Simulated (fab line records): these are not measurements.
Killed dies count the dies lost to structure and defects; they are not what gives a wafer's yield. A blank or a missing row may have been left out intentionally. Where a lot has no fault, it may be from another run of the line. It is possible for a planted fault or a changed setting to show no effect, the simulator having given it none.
Which tool was responsible?    flow sky130    11 lots, 33 wafers sampled, at 6 steps of a route of 708

## WHAT THE GAUGES SHOWED, per wafer
SKY_GATE_OXIDE_TW_MEAS_14. Usual: GATE_OXIDE_TW typically reads 225.9, with standard deviation 2.2.
lot   measured      on             GATE_OXIDE_TW      flag
L416  day 13 16:48  film metro-03  223.7 223.6 224.2  
L419  day 15 08:53  film metro-04  229.7 227.8 227.8  
L420  day 15 09:20  film metro-03  226.3 226.6 226.0  
L427  day 17 17:32  film metro-04  228.2 227.9 228.7  
L426  day 17 17:47  film metro-04  227.0 227.6 226.7  
L428  day 18 07:20  film metro-03  223.7 225.4 224.3  
L429  day 18 08:59  film metro-04  228.5 229.1 228.1  
L434  day 21 00:19  film metro-04  227.6 228.0 227.7  
L435  day 21 06:38  film metro-01  223.1 223.8 222.3  
L437  day 21 20:14  film metro-04  229.3 227.3 228.5  
L438  day 22 07:54  film metro-01  223.0 222.3 223.2  

SKY_POLY_GATE_THK_MEAS_01. Usual: POLY_GATE_CVD_00_THK typically reads 179.5 nm, with standard deviation 1.4.
lot   measured      on             POLY_GATE_CVD_00_THK (nm)  flag
L416  day 13 19:42  film metro-03  178.5 179.3 177.4          
L419  day 15 11:46  film metro-01  180.2 180.8 179.9          
L420  day 15 13:55  film metro-02  180.4 178.6 180.3          
L427  day 17 21:15  film metro-01  181.0 178.9 180.8          
L426  day 17 21:16  film metro-02  178.4 179.4 177.1          
L428  day 18 11:59  film metro-01  180.9 180.2 179.8          
L429  day 18 12:00  film metro-02  180.7 180.7 181.4          
L434  day 21 03:13  film metro-01  179.3 178.8 179.3          
L435  day 21 09:28  film metro-03  179.6 178.4 180.3          
L437  day 21 23:40  film metro-02  179.9 180.3 179.9          
L438  day 22 10:45  film metro-02  180.3 178.3 179.7          

SKY_LDD_N_TW_MEAS_17. Usual: LDD_N_TW typically reads 2610, with standard deviation 31.
lot   measured      on             LDD_N_TW        flag
L416  day 17 11:53  film metro-01  2553 2560 2563  
L419  day 19 10:07  film metro-04  2613 2619 2626  
L420  day 19 13:16  film metro-02  2646 2618 2637  
L427  day 21 23:49  film metro-04  2642 2633 2634  
L426  day 21 23:32  film metro-04  2688 2686 2694  
L428  day 22 13:07  film metro-04  2682 2699 2683  
L429  day 22 14:38  film metro-01  2572 2571 2576  
L434  day 25 03:21  film metro-01  2568 2566 2557  
L435  day 25 10:44  film metro-01  2574 2564 2565  
L437  day 25 23:51  film metro-02  2625 2638 2638  
L438  day 26 13:54  film metro-02  2617 2619 2618  

SKY_LDD_P_OVL_MEAS_08. Usual: LDD_P_OVL typically reads -0.2 nm, with standard deviation 1.4.
lot   measured      on          LDD_P_OVL (nm)  flag
L416  day 18 17:46  overlay-01  2.0 0.7 2.1     
L419  day 20 17:01  overlay-01  -0.9 -1.7 -1.3  
L420  day 20 20:19  overlay-01  0.8 0.9 1.3     
L427  day 23 06:40  overlay-02  0.7 0.6 0.1     
L426  day 23 05:40  overlay-02  0.8 -0.3 -1.8   
L428  day 23 19:24  overlay-01  1.1 0.8 2.2     
L429  day 23 21:13  overlay-01  -1.4 -1.7 -2.2  
L434  day 26 08:35  overlay-01  0.0 2.1 0.1     
L435  day 26 16:00  overlay-01  -0.2 1.5 0.5    
L437  day 27 04:13  overlay-01  -0.5 -2.1 -0.5  
L438  day 27 18:35  overlay-02  -0.5 -0.3 -2.2  

## EACH LOT AND THE TOOL THAT RAN IT (in order: tool; ch and the chambers of the sampled wafers; start)
lot   SKY_LDD_N_IMPLANT_14             SKY_LDD_N_STRIP_16
L416  implanter-02 ch 0, day 17 11:30  plasma asher-04 ch 0,1, day 17 11:46
L419  implanter-01 ch 0, day 19 09:43  plasma asher-02 ch 0,1, day 19 10:01
L420  implanter-03 ch 0, day 19 12:52  plasma asher-01 ch 0,1, day 19 13:10
L427  implanter-01 ch 0, day 21 23:25  plasma asher-01 ch 0,1, day 21 23:43
L426  implanter-03 ch 0, day 21 23:09  plasma asher-04 ch 0,1, day 21 23:25
L428  implanter-03 ch 0, day 22 12:43  plasma asher-01 ch 0,1, day 22 13:01
L429  implanter-02 ch 0, day 22 14:15  plasma asher-01 ch 0,1, day 22 14:31
L434  implanter-02 ch 0, day 25 03:00  plasma asher-02 ch 0,1, day 25 03:16
L435  implanter-02 ch 0, day 25 10:20  plasma asher-01 ch 0,1, day 25 10:38
L437  implanter-03 ch 0, day 25 23:28  plasma asher-04 ch 0, day 25 23:44
L438  implanter-02 ch 0, day 26 13:33  plasma asher-02 ch 0,1, day 26 13:49
- SKY_LDD_N_IMPLANT_14
- SKY_LDD_N_STRIP_16: strips in O2/N2.

## AS READ BY THE TOOLS THEMSELVES (means over the sampled wafers that have a number; for cases with no such wafer, the mark the record gives instead)
SKY_LDD_N_IMPLANT_14. Usual: beam on s 10.00 s, standard deviation 0.21; dose ions cm2 5e+12, standard deviation 5.5e+09; end station pressure torr 5.02e-06 Torr, standard deviation 2.5e-07; faraday current uA 28.2, standard deviation 0.59.
lot   tool          beam on s (s)  dose ions cm2  end station pressure torr (Torr)  faraday current uA  flag
L416  implanter-02  9.87           5e+12          5.12e-06                          28.5                
L419  implanter-01  10.06          5e+12          5.04e-06                          28.1                
L420  implanter-03  10.02          5e+12          4.94e-06                          28.1                
L427  implanter-01  9.97           5e+12          5.09e-06                          28.2                
L426  implanter-03  10.22          5e+13          5.23e-06                          288.6               OFF
L428  implanter-03  10.07          5e+13          5.23e-06                          292.5               OFF
L429  implanter-02  10.04          5e+12          5.23e-06                          28.2                
L434  implanter-02  10.04          5e+12          4.93e-06                          28.1                
L435  implanter-02  10.10          5e+12          5.09e-06                          27.9                
L437  implanter-03  10.00          5e+12          4.98e-06                          28.2                
L438  implanter-02  9.87           5e+12          5.19e-06                          28.6                

SKY_LDD_N_STRIP_16. Usual: drypump motor current A 5.94 A, standard deviation 0.2; n2 flow sccm 299.9 sccm, standard deviation 0.92; oes product au 0.406 a.u., standard deviation 0.0045; strip time to endpoint s 4.319 s, standard deviation 0.014.
lot   tool             drypump motor current A (A)  n2 flow sccm (sccm)  oes product au (a.u.)  strip time to endpoint s (s)  flag
L416  plasma asher-04  5.96                         299.6                0.410                  4.328                         
L419  plasma asher-02  5.85                         298.8                0.406                  4.325                         
L420  plasma asher-01  5.96                         299.5                0.408                  4.307                         
L427  plasma asher-01  5.98                         299.8                0.408                  4.320                         
L426  plasma asher-04  5.96                         298.8                0.408                  4.419                         OFF
L428  plasma asher-01  5.95                         300.9                0.410                  4.439                         OFF
L429  plasma asher-01  5.85                         301.2                0.405                  4.317                         
L434  plasma asher-02  5.95                         299.5                0.408                  4.333                         
L435  plasma asher-01  5.83                         299.7                0.405                  4.314                         
L437  plasma asher-04  6.26                         300.5                0.409                  4.314                         
L438  plasma asher-02  5.83                         299.9                0.410                  4.304                         

## THE ANSWER, worked out from the rows above alone
Rule: a lot is off if the mean of its wafers that have a number lies more than 3 standard deviations from the usual mean. A lot without any number at a reading at which 4 lots or more have one is off too. All remaining lots with rows at the step are treated as sound. Order of review: gauges by route order, followed by the tools' own readings, for which a lot's mean as printed above is used. At the first step where some lot is off, the reading lying furthest off is the one used; lots without a number count as furthest.
Off, at SKY_LDD_N_IMPLANT_14 on dose ions cm2: L426, L428.
A tool fits if, at that step or a process step before it, it ran every lot that is off, and no sound lot after the first of them. Of those tried, none fits.

## WHAT THE SIMULATOR HAD PUT IN
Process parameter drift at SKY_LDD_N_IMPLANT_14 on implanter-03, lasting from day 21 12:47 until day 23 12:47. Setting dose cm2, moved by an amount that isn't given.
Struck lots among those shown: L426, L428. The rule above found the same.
